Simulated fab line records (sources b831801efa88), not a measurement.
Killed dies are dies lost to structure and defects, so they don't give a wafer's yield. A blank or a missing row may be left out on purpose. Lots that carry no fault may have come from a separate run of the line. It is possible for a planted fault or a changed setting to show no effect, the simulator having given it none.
Comparing a struck lot with a sound one    flow sfq-line    15 out of 325 route steps
Sound: these wafers, L362.1, L362.5, L362.6. Struck: wafers L355.2, L355.5. (L355.4 of the same lot was not struck and is left out.) The cause comes at the end.
Each step with rows lists, per side, the tool, then ch with its chambers, then its first start. Under that, the readings that differ: sound wafers    struck wafers    difference of the means    sigmas: that difference in standard deviations of wafers without a fault.
alike: readings with means less than 2 such deviations apart, plus words and numbers identical on both sides. not compared: withheld readings, readings lacking a value on some wafer, bounds such as >300 that could conceal the same value, and numbers that have no deviation in the record and whose values overlap.
The two part at a step that has a row with sigmas, a row that says differs or no value, or rows on one side only. Numbers that have no deviation but don't overlap get no sigmas and don't part them. A reading that every wafer of one side lacks parts them only if that side has two wafers or more.

SFQ_TRILAYER_L0_BARC_OPEN_METAL_ETCH_010: etches BARC in O2, target depth 125 nm, time 41.7 s.
  sound on rie-metal-02 ch 0,1, day 6 09:09; struck on rie-metal-02 ch 1, day 5 19:57
  alike: drypump-motor-current-A, oes-product-au, rf-fwd-power-W
  not compared: rf-hours-counter-h
SFQ_TRILAYER_L0_ETCH_METAL_ETCH_008: etches MoNx KI in SF6/O2, stops on SiO2, target depth 50 nm, time 25 s.
  sound on rie-metal-02 ch 0,1, day 6 09:13; struck on rie-metal-02 ch 1, day 5 20:01
  alike: drypump-motor-current-A, oes-product-au, rf-fwd-power-W
  not compared: rf-hours-counter-h
SFQ_TRILAYER_L0_STRIP_STRIP_009: strips in O2.
  sound on rie-metal-02 ch 0,1, day 6 09:15; struck on rie-metal-02 ch 1, day 5 20:03
  alike: drypump-motor-current-A, oes-product-au
  not compared: rf-hours-counter-h
then, 1 step without rows for these wafers: SFQ_TRILAYER_L0_STRIP_SOLV_CLEAN_010 (cleans in NMP, time 600 s).
SFQ_TRILAYER_L0_CAP_PECVD_011: deposits SiO2 from SiH4/N2O, time 13.333 s, target thk 60 nm.
  sound on pecvd-02 ch 0,1,2, day 6 10:02; struck on pecvd-02 ch 0, day 5 20:50
  alike: heater-power-w, rf-fwd-power-W, throttle-valve-pct
  not compared: since-wet-clean-h
then, 6 steps without rows for these wafers: SFQ_TRILAYER_L0_VIA_LITHO_COAT_018 (resist thk 62 nm); SFQ_TRILAYER_L0_VIA_LITHO_COAT_013 (resist thk 650 nm); SFQ_TRILAYER_L0_VIA_LITHO_SOFTBAKE_017; SFQ_TRILAYER_L0_VIA_LITHO_EXPOSE_014 (exposes mask L0V, target cd 700 nm); SFQ_TRILAYER_L0_VIA_LITHO_PEB_016 (peb time 60 s); SFQ_TRILAYER_L0_VIA_LITHO_DEVELOP_015 (time 60 s).
-- the record jumps here: 3 days lie between the struck wafers' starts before and after --
SFQ_L0V_OVL_MEAS_903:
  sound: overlay-01 at day 9 21:23; struck: overlay-01 at day 8 17:48
  alike: L0V_OVL
SFQ_TRILAYER_L0_VIA_BARC_OPEN_VIA_ETCH_021: etches BARC in O2, target depth 125 nm, time 41.7 s.
  sound on rie-diel-03 ch 0,1, day 9 21:26; struck on rie-diel-01 ch 0, day 8 17:50
reading                                                  sound            struck       difference  sigmas
model.KrF_of_TRILAYER_L0_VIA_LITHO_COAT_013.thk-nm (nm)  573.7 574.5 573  578.6 577.4  +4.3        
  alike: drypump-motor-current-A, oes-product-au, rf-fwd-power-W
  not compared: rf-hours-counter-h
SFQ_TRILAYER_L0_VIA_ETCH_VIA_ETCH_016: etches SiO2 in CHF3, stops on MoNx KI, target depth 80 nm.
  sound on rie-diel-03 ch 0,1, day 9 21:28; struck on rie-diel-01 ch 0, day 8 17:52
reading                                                  sound            struck     difference  sigmas
model.KrF_of_TRILAYER_L0_VIA_LITHO_COAT_013.thk-nm (nm)  560 560.8 559.3  565 563.7  +4          
  alike: drypump-motor-current-A, oes-product-au, rf-fwd-power-W
SFQ_TRILAYER_L0_VIA_STRIP_STRIP_017: strips in O2.
  sound on rie-metal-01 ch 0,1, day 9 21:31; struck on rie-metal-01 ch 0, day 8 17:55
  alike: drypump-motor-current-A, oes-product-au
  not compared: rf-hours-counter-h

## WHERE THEY PART
Nowhere in this record.

WHY: what had been put in by the simulator
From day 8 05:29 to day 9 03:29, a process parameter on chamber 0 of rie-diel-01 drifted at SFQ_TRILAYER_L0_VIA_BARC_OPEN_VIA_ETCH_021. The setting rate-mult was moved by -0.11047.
